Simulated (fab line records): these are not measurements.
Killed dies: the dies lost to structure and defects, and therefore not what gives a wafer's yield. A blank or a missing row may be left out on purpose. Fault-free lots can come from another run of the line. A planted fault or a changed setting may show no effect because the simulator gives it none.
Which of the tools did it? + flow gf180mcu + 12 lots with 36 wafers sampled at 4 steps, on a route of 602 steps

WHAT THE GAUGES READ, wafer by wafer
GF_M3_THK_MEAS_06: measures by xrf.
| lot  | measured     | on            | M3_ALCU_THK (nm) |
|------|--------------|---------------|------------------|
| L075 | day 20 15:51 | film-metro-03 | 468 459 465      |
| L077 | day 21 11:07 | film-metro-02 | 453 460 455      |
| L079 | day 22 04:20 | film-metro-01 | 456 460 463      |
| L081 | day 23 03:30 | film-metro-02 | 453 452 450      |
| L083 | day 23 22:54 | film-metro-02 | 455 459 450      |
| L085 | day 24 16:50 | film-metro-02 | 456 451 452      |
| L087 | day 25 07:20 | film-metro-03 | 461 461 461      |
| L089 | day 25 21:11 | film-metro-02 | 451 459 460      |
| L091 | day 26 10:40 | film-metro-02 | 459 457 453      |
| L093 | day 27 00:44 | film-metro-03 | 457 460 458      |
| L095 | day 27 15:26 | film-metro-01 | 454 455 455      |
| L097 | day 28 08:19 | film-metro-03 | 447 448 448      |

TOOL THAT RAN EACH LOT (tool first, then ch and the chambers of the sampled wafers, then the start)
| lot  | GF_M1_STRIP_17                       | GF_V1_ETCH_16                      | GF_M2_SPUTTER_02             |
|------|--------------------------------------|------------------------------------|------------------------------|
| L075 | plasma-asher-03 ch 0,1, day 17 08:26 | rie-diel-04 ch 0,1,2, day 18 09:49 | pvd-sputter-03, day 18 11:17 |
| L077 | plasma-asher-02 ch 0,1, day 18 03:27 | rie-diel-04 ch 0,3, day 19 05:14   | pvd-sputter-03, day 19 06:47 |
| L079 | plasma-asher-03 ch 0,1, day 18 22:40 | rie-diel-02 ch 0,1, day 19 23:47   | pvd-sputter-02, day 20 01:18 |
| L081 | plasma-asher-02 ch 0,1, day 19 21:35 | rie-diel-01 ch 1,2, day 20 23:19   | pvd-sputter-02, day 21 00:47 |
| L083 | plasma-asher-01 ch 0,1, day 20 18:17 | rie-diel-02 ch 0,1,2, day 21 19:52 | pvd-sputter-04, day 21 21:20 |
| L085 | plasma-asher-03 ch 0,1, day 21 14:27 | rie-diel-02 ch 0,1,3, day 22 14:53 | pvd-sputter-02, day 22 16:26 |
| L087 | plasma-asher-01 ch 0,1, day 22 05:41 | rie-diel-04 ch 0,1,2, day 23 06:16 | pvd-sputter-03, day 23 07:52 |
| L089 | plasma-asher-03 ch 0,1, day 22 20:05 | rie-diel-02 ch 0,2,3, day 23 20:02 | pvd-sputter-04, day 23 21:31 |
| L091 | plasma-asher-03 ch 0,1, day 23 11:18 | rie-diel-01 ch 0,1,3, day 24 10:50 | pvd-sputter-04, day 24 12:19 |
| L093 | plasma-asher-02 ch 0, day 24 03:28   | rie-diel-01 ch 0,2,3, day 25 02:46 | pvd-sputter-04, day 25 04:20 |
| L095 | plasma-asher-03 ch 0,1, day 24 18:40 | rie-diel-01 ch 0,2,3, day 25 17:40 | pvd-sputter-03, day 25 19:29 |
| L097 | plasma-asher-02 ch 0,1, day 25 10:49 | rie-diel-02 ch 0,3, day 26 09:53   | pvd-sputter-02, day 26 11:43 |
- GF_M1_STRIP_17: strips in O2/N2.
- GF_V1_ETCH_16: etches BARC in N2/H2.
- GF_M2_SPUTTER_02: material AlCu, target thk 450 nm, time 23.9 s.

THE ANSWER, worked out from the rows above alone
Rule: usual is defined by the lots themselves. The widest of any qualifying gaps counts: lots, ordered by their means at a reading, are off when they make up no more than a third of the lots, leave a main group of 4 or more, and stand apart from it by 3 or more times the standard deviation of that group's means. If all means in a main group match to the digits the tables above print for the reading, that group is not used. A lot without any number at a reading at which 4 lots or more have one is off too. Any other lot the step has rows for is counted as sound.
No lot is off at any reading shown: from this, nothing can be told.

WHAT THE SIMULATOR HAD PUT IN
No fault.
